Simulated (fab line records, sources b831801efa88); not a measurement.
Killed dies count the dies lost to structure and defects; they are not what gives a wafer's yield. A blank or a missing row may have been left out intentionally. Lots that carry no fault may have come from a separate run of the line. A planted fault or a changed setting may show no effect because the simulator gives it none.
fab line records | flow gf180mcu
record: lots: 14 wafers: 42 last-day: 34
route steps=602 shown M3@414 V3@434 M4@472
lots that met no fault: taken from a fault-free run of the same line
start-h: hours from the record's opening day to when the first of the lot's shown wafers began | wait-h: time in hours since the lot's previous step | " same as the row above | L1.1+2: a row that stands for several wafers | - either no value or no given start | * or withheld: withheld | < > ~ a bound
route shown NAME@n: a module of which the file shows steps, and the number in the route of the first | usual: average and standard deviation across the fault-free wafers | same: alike in all rows | chamber/n: place in a boat | sites: the reading at each site | _std_site: their standard deviation | _edge_site: mean of outer sites minus mean of inner sites | radius-mm: for every site, how far away it sits from the centre of the wafer | mask NAME#n: copy n | behind: the most recent tool/chamber to have shaped the wafer | hold: the reason the lot was held/the length of the hold in hours/how it ended | device: which transistor (n, p or np) failed to switch | end of line: the same wafers' tests at the end of the route | where a step has no rows: the recipe by itself | killed: at the first sort, the dies lost to defects and structure; wafer yield is something else | map: per-die view of a wafer (x killed, . not killed, _ where there is no die)
set.NAME: the setting as run; set.NAME@STEP: as run at that earlier step | model.NAME: the simulator's own value behind a step, which no gauge read
a sample of lots followed through the steps of the route, with each step as a table and each wafer as a row
services: the hour from which a tool's chamber was out of use, counted from the record's first day as start-h (under 0 if before that day), plus the number of hours and why
== steps ==
step: GF_M3_RS_MEAS_05
recipe: thk-meas-gauge: four-point-probe reads: TiN_of_M3_SPUTTER_04+Ti_of_M3_SPUTTER_03+AlCu_of_M3_SPUTTER_02+TiN_of_M3_SPUTTER_01+Ti_of_M3_SPUTTER_00
usual: M3_ALCU_RS: 0.0693/0.00061
columns lot.wafer tool chamber start-h wait-h M3_ALCU_RS[ohm/sq]
L547.1 film-metro-03 - 460.43 0.0 0.0689
L547.2 " - " " 0.0691
L547.6 " - " " 0.0692
L548.4 film-metro-03 - 468.33 0.1 0.0690
L548.5 " - " " 0.0695
L548.6 " - " " 0.0684
L549.2 film-metro-01 - 478.61 0.0 0.0698
L549.3 " - " " 0.0693
L549.5 " - " " 0.0695
L550.2 film-metro-03 - 486.46 0.0 0.0693
L550.3 " - " " 0.0687
L550.6 " - " " 0.0690
L554.3 film-metro-01 - 527.00 0.1 0.0705
L554.4 " - " " 0.0708
L554.6 " - " " 0.0706
L557.1 film-metro-03 - 558.18 0.0 0.0698
L557.4 " - " " 0.0692
L557.6 " - " " 0.0694
L561.1 film-metro-04 - 590.75 0.0 0.0703
L561.4 " - " " 0.0698
L561.6 " - " " 0.0699
L563.1 film-metro-03 - 608.97 0.0 0.0691
L563.3 " - " " 0.0689
L563.5 " - " " 0.0696
L564.2 film-metro-03 - 618.50 0.0 0.0683
L564.3 " - " " 0.0691
L564.4 " - " " 0.0688
L565.2 film-metro-04 - 624.20 0.0 0.0695
L565.3 " - " " 0.0700
L565.6 " - " " 0.0693
L566.2 film-metro-04 - 630.45 0.0 0.0687
L566.4 " - " " 0.0691
L566.5 " - " " 0.0696
L567.1 film-metro-04 - 643.61 0.0 0.0682
L567.2 " - " " 0.0687
L567.3 " - " " 0.0687
L569.2 film-metro-03 - 647.17 0.0 0.0692
L569.3 " - " " 0.0704
L569.5 " - " " 0.0702
L570.1 film-metro-01 - 651.83 0.0 0.0697
L570.3 " - " " 0.0696
L570.5 " - " " 0.0697
step: GF_M3_CD_MEAS_14
recipe: target-cd-nm: 280
usual: cd-nm: 280.1/1.1
columns lot.wafer tool chamber start-h wait-h cd-nm
L547.1 cd-sem-01 - 483.85 0.1 280.6
L547.2 " - " " 280.2
L547.6 " - " " 279.0
L548.4 cd-sem-02 - 492.00 0.1 278.5
L548.5 " - " " 279.6
L548.6 " - " " 279.1
L549.2 cd-sem-01 - 502.96 0.1 280.8
L549.3 " - " " 281.4
L549.5 " - " " 282.2
L550.2 cd-sem-02 - 510.12 0.1 280.0
L550.3 " - " " 281.1
L550.6 " - " " 281.1
L554.3 cd-sem-02 - 549.70 0.1 279.4
L554.4 " - " " 280.0
L554.6 " - " " 279.7
L557.1 cd-sem-01 - 579.14 0.1 280.7
L557.4 " - " " 281.2
L557.6 " - " " 280.5
L561.1 cd-sem-01 - 611.49 0.1 280.5
L561.4 " - " " 280.4
L561.6 " - " " 280.3
L563.1 cd-sem-02 - 628.94 0.1 280.9
L563.3 " - " " 281.1
L563.5 " - " " 280.3
L564.2 cd-sem-01 - 638.13 0.1 280.1
L564.3 " - " " 280.2
L564.4 " - " " 278.2
L565.2 cd-sem-02 - 644.46 0.1 279.7
L565.3 " - " " 281.1
L565.6 " - " " 282.0
L566.2 cd-sem-02 - 650.46 0.1 278.3
L566.4 " - " " 279.2
L566.5 " - " " 278.8
L567.1 cd-sem-02 - 662.89 0.1 278.7
L567.2 " - " " 279.0
L567.3 " - " " 278.8
L569.2 cd-sem-01 - 666.88 0.1 282.8
L569.3 " - " " 281.9
L569.5 " - " " 283.0
L570.1 cd-sem-02 - 670.69 0.1 279.3
L570.3 " - " " 280.2
L570.5 " - " " 279.6
step: GF_V3_BOW_MEAS_05
recipe: mode: bow
usual: V3_BOW: 117/8.6
columns lot.wafer tool chamber start-h wait-h V3_BOW[um]
L547.1 film-metro-02 - 485.23 0.2 115
L547.2 " - " " 116
L547.6 " - " " 120
L548.4 film-metro-01 - 493.38 0.3 118
L548.5 " - " " 114
L548.6 " - " " 121
L549.2 film-metro-03 - 504.34 0.1 111
L549.3 " - " " 125
L549.5 " - " " 124
L550.2 film-metro-01 - 511.50 0.2 113
L550.3 " - " " 110
L550.6 " - " " 112
L554.3 film-metro-03 - 551.08 0.2 119
L554.4 " - " " 113
L554.6 " - " " 123
L557.1 film-metro-03 - 580.61 0.1 120
L557.4 " - " " 111
L557.6 " - " " 109
L561.1 film-metro-02 - 612.87 0.1 129
L561.4 " - " " 126
L561.6 " - " " 117
L563.1 film-metro-02 - 630.42 0.1 108
L563.3 " - " " 112
L563.5 " - " " 110
L564.2 film-metro-02 - 639.52 0.3 122
L564.3 " - " " 126
L564.4 " - " " 119
L565.2 film-metro-02 - 645.87 0.3 133
L565.3 " - " " 126
L565.6 " - " " 118
L566.2 film-metro-02 - 651.95 0.2 132
L566.4 " - " " 113
L566.5 " - " " 123
L567.1 film-metro-03 - 664.27 0.2 121
L567.2 " - " " 122
L567.3 " - " " 116
L569.2 film-metro-01 - 668.26 0.2 119
L569.3 " - " " 116
L569.5 " - " " 114
L570.1 film-metro-01 - 672.43 0.1 119
L570.3 " - " " 120
L570.5 " - " " 125
step: GF_M4_METAL_ETCH_16
recipe: chemistry: Cl2/BCl3 mask-material: KrF target-depth-nm: 750.8 stop-on: SiO2 pressure-mtorr: 8 icp-w: 800 bias-w: 140 Cl2_flow_sccm: 80 bcl3-flow-sccm: 40 time-s: 125.1
usual: bcl3-flow-sccm: 40.00/0.12 chamber-pressure-mTorr: 8.000/0.0076 drypump-motor-current-A: 5.71/0.13 oes-product-au: 0.989/0.0057 throttle-valve-pct: 28.231/0.011
columns lot.wafer tool chamber start-h wait-h bcl3-flow-sccm chamber-pressure-mTorr drypump-motor-current-A oes-product-au rf-hours-counter-h throttle-valve-pct
L547.1 rie-metal-01 0 533.50 0.0 39.84 8.017 5.65 1.002 6 28.225
L547.2 " 1 " " 40.06 7.996 5.57 0.989 3 28.224
L547.6 " 1 " " 40.07 8.002 5.59 0.983 - 28.242
L548.4 rie-metal-04 1 541.23 0.1 39.97 7.993 5.76 0.990 - 28.231
L548.5 " 1 " " 40.00 8.002 5.77 0.989 - 28.237
L548.6 " 1 " " 39.73 7.994 5.73 0.987 - 28.234
L549.2 rie-metal-02 1 551.59 0.0 40.13 7.996 5.60 0.991 7 28.245
L549.3 " 1 " " 40.19 8.004 5.57 0.989 - 28.240
L549.5 " 0 " " 39.97 7.995 5.99 0.990 - 28.226
L550.2 rie-metal-01 0 558.45 0.0 39.81 8.000 5.64 0.988 7 28.234
L550.3 " 1 " " 40.06 8.002 5.60 0.978 - 28.234
L550.6 " 1 " " 40.02 8.000 5.59 0.986 - 28.241
L554.3 rie-metal-04 0 596.41 0.1 40.00 7.990 5.83 0.992 - 28.226
L554.4 " 1 " " 39.99 8.000 5.73 0.795 - 28.446
L554.6 " 0 " " 40.01 8.014 5.82 0.792 - 28.442
L557.1 rie-metal-04 1 625.03 0.0 39.97 8.006 5.76 0.992 13 28.250
L557.4 " 1 " " 40.01 8.000 5.76 0.791 - 28.441
L557.6 " 1 " " 40.28 7.995 5.75 0.800 - 28.444
L561.1 rie-metal-01 0 654.98 0.0 40.03 7.998 5.65 0.994 9 28.228
L561.4 " 1 " " 39.91 8.004 5.58 0.985 - 28.230
L561.6 " 1 " " 39.80 8.009 5.60 0.983 - 28.263
L563.1 rie-metal-02 1 671.43 0.0 39.95 8.004 5.60 0.996 10 28.244
L563.3 " 1 " " 39.93 7.981 5.61 0.989 - 28.245
L563.5 " 1 " " 40.04 7.997 5.61 0.980 - 28.248
L564.2 rie-metal-01 1 680.29 0.0 40.08 8.007 5.58 0.983 7 28.246
L564.3 " 1 " " 40.09 8.000 5.59 0.997 - 28.239
L564.4 " 0 " " 40.01 8.001 5.65 0.996 - 28.230
L565.2 rie-metal-04 1 686.14 0.0 39.91 8.005 5.79 0.979 16 28.228
L565.3 " 1 " " 40.10 8.006 5.78 0.987 - 28.248
L565.6 " 0 " " 40.07 7.999 5.81 0.984 - 28.230
L566.2 rie-metal-01 1 690.90 0.0 39.94 8.000 5.59 0.985 8 28.235
L566.4 " 1 " " 39.86 8.001 5.60 0.983 - 28.228
L566.5 " 1 " " 40.00 8.006 5.63 0.983 - 28.240
L567.1 rie-metal-02 1 703.41 0.0 40.24 7.998 5.60 0.996 12 28.236
L567.2 " 0 " " 39.99 8.004 5.98 0.984 0 28.242
L567.3 " 0 " " 39.95 7.997 5.99 0.990 - 28.227
L569.2 rie-metal-02 1 707.53 0.0 39.90 8.002 5.58 0.995 13 28.215
L569.3 " 0 " " 40.07 8.009 5.96 0.992 - 28.222
L569.5 " 0 " " 39.90 7.995 5.95 0.985 - 28.233
L570.1 rie-metal-02 0 710.25 0.0 39.95 7.998 5.96 0.990 1 28.234
L570.3 " 1 " " 40.04 8.008 5.56 0.981 - 28.244
L570.5 " 0 " " 39.74 7.998 5.92 0.986 - 28.234
step: GF_M4_STRIP_17
recipe: chemistry: O2/N2 power-w: 1400 pressure-mtorr: 1500 platen-temp-c: 250 o2-flow-sccm: 3000 n2-flow-sccm: 300 overash-fraction: 0.5
usual: chamber-pressure-mTorr: 1500.1/1.3 drypump-motor-current-A: 5.16/0.3 heater-power-w: 343/13 oes-product-au: 0.538/0.0052 strip-time-to-endpoint-s: 7.39/0.045
same: overash-fraction: 0.5
columns lot.wafer tool chamber start-h wait-h chamber-pressure-mTorr drypump-motor-current-A heater-power-w oes-product-au rf-hours-counter-h strip-time-to-endpoint-s
L547.1 plasma-asher-04 0 533.62 0.1 1502.4 4.98 332 0.538 10 7.32
L547.2 " 1 " " 1501.4 4.79 346 0.534 10 7.41
L547.6 " 0 " " 1501.5 4.98 341 0.531 - 7.39
L548.4 plasma-asher-04 0 541.39 0.1 1500.7 4.98 339 0.536 - 7.42
L548.5 " 0 " " 1498.2 4.98 336 0.530 - 7.43
L548.6 " 1 " " 1500.9 4.81 351 0.537 - 7.44
L549.2 plasma-asher-04 0 551.72 0.1 1497.3 4.97 331 0.542 12 7.42
L549.3 " 1 " " 1500.5 4.81 344 0.539 - 7.38
L549.5 " 1 " " 1501.3 4.81 343 0.536 - 7.37
L550.2 plasma-asher-04 1 558.58 0.1 1501.1 4.83 353 0.541 13 7.40
L550.3 " 0 " " 1500.1 4.99 342 0.544 - 7.40
L550.6 " 1 " " 1500.7 4.85 346 0.536 - 7.43
L554.3 plasma-asher-04 0 596.53 0.1 1502.1 4.98 334 0.533 - 7.36
L554.4 " 1 " " 1501.1 4.81 355 0.579 - 8.38
L554.6 " 1 " " 1498.6 4.83 357 0.572 - 8.35
L557.1 plasma-asher-02 1 625.16 0.1 1501.9 5.43 341 0.541 52 7.34
L557.4 " 0 " " 1499.9 5.54 342 0.571 - 8.34
L557.6 " 0 " " 1502.7 5.53 341 0.582 - 8.30
L561.1 plasma-asher-02 1 655.11 0.1 1498.9 5.44 338 0.536 56 7.34
L561.4 " 1 " " 1499.4 5.43 334 0.533 - 7.35
L561.6 " 0 " " 1498.8 5.52 347 0.550 - 7.37
L563.1 plasma-asher-01 0 671.56 0.1 1501.2 5.59 325 0.543 112 7.42
L563.3 " 0 " " 1499.5 5.60 314 0.541 - 7.40
L563.5 " 1 " " 1500.3 5.27 378 0.542 - 7.45
L564.2 plasma-asher-04 1 680.42 0.1 1499.0 4.78 350 0.541 26 7.42
L564.3 " 0 " " 1500.6 4.99 338 0.537 - 7.39
L564.4 " 1 " " 1498.5 4.81 354 0.533 - 7.39
L565.2 plasma-asher-02 1 686.27 0.1 1500.8 5.42 350 0.546 59 7.35
L565.3 " 0 " " 1497.6 5.56 341 0.538 - 7.36
L565.6 " 0 " " 1499.4 5.55 345 0.546 - 7.31
L566.2 plasma-asher-02 1 691.03 0.1 1499.8 5.40 335 0.539 59 7.47
L566.4 " 0 " " 1499.0 5.50 348 0.541 - 7.45
L566.5 " 0 " " 1501.7 5.50 347 0.534 - 7.42
L567.1 plasma-asher-04 0 703.54 0.1 1502.7 4.98 340 0.540 28 7.39
L567.2 " 1 " " 1500.6 4.83 350 0.534 28 7.41
L567.3 " 1 " " 1499.5 4.82 342 0.546 - 7.40
L569.2 plasma-asher-04 1 707.66 0.1 1501.5 4.82 354 0.535 29 7.39
L569.3 " 1 " " 1500.7 4.80 352 0.541 - 7.39
L569.5 " 1 " " 1501.1 4.79 344 0.539 - 7.39
L570.1 plasma-asher-02 0 710.38 0.1 1501.7 5.53 336 0.534 61 7.34
L570.3 " 1 " " 1499.6 5.44 340 0.531 - 7.41
L570.5 " 1 " " 1499.7 5.45 339 0.537 - 7.39
== services ==
columns tool chamber start-h hours kind
rie-metal-01 - 517.83 1.3 repair
rie-metal-04 0 525.47 23.4 repair
rie-metal-04 0 548.92 - clean
rie-metal-04 0 548.92 27.6 scheduled-down
rie-metal-04 0 548.92 27.6 vent-cycle
rie-metal-01 0 596.74 7.7 repair
rie-metal-04 1 603.39 1.1 repair
rie-metal-02 0 676.74 - clean
rie-metal-02 0 676.74 19.0 scheduled-down
rie-metal-02 0 676.74 19.0 vent-cycle
plasma-asher-04 - 687.14 0.8 repair
rie-metal-04 1 702.25 - clean
rie-metal-04 1 702.25 28.7 scheduled-down
rie-metal-04 1 702.25 28.7 vent-cycle
== key ==
first-sign: step: GF_M4_METAL_ETCH_16 reading: oes-product-au direction: down sigmas: 34 usual: 0.989 struck: 0.794
effect: step: GF_M4_METAL_ETCH_16 reading: throttle-valve-pct direction: up sigmas: 20 usual: 28.231 struck: 28.443
effect: step: GF_M4_STRIP_17 reading: strip-time-to-endpoint-s direction: up sigmas: 21 usual: * struck: *
met-at GF_M4_METAL_ETCH_16
struck-lots L554,L557
struck-wafers L554.4,L554.6,L557.4,L557.6
later-rows-left-out L554.4,L554.6,L557.4,L557.6
sort-left-out L554.4,L554.6,L557.4,L557.6
not-acting-at GF_M3_RS_MEAS_05,GF_M3_CD_MEAS_14,GF_V3_BOW_MEAS_05
onset-between 541.23 596.41
fault: kind: process-parameter-drift tool: rie-metal-04 chamber: - onset-h: 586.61 steps: GF_M4_METAL_ETCH_16 channel: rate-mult offset: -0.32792 shape: step end-h: 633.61 scope: struck-wafers-only
sort-left-out: the simulated sort isn't trusted on such a fault, so these wafers' sort isn't shown, and their yield isn't known
later-rows-left-out: the simulator's readings of these wafers behind a module that went badly wrong aren't trusted and aren't shown, but for the sort
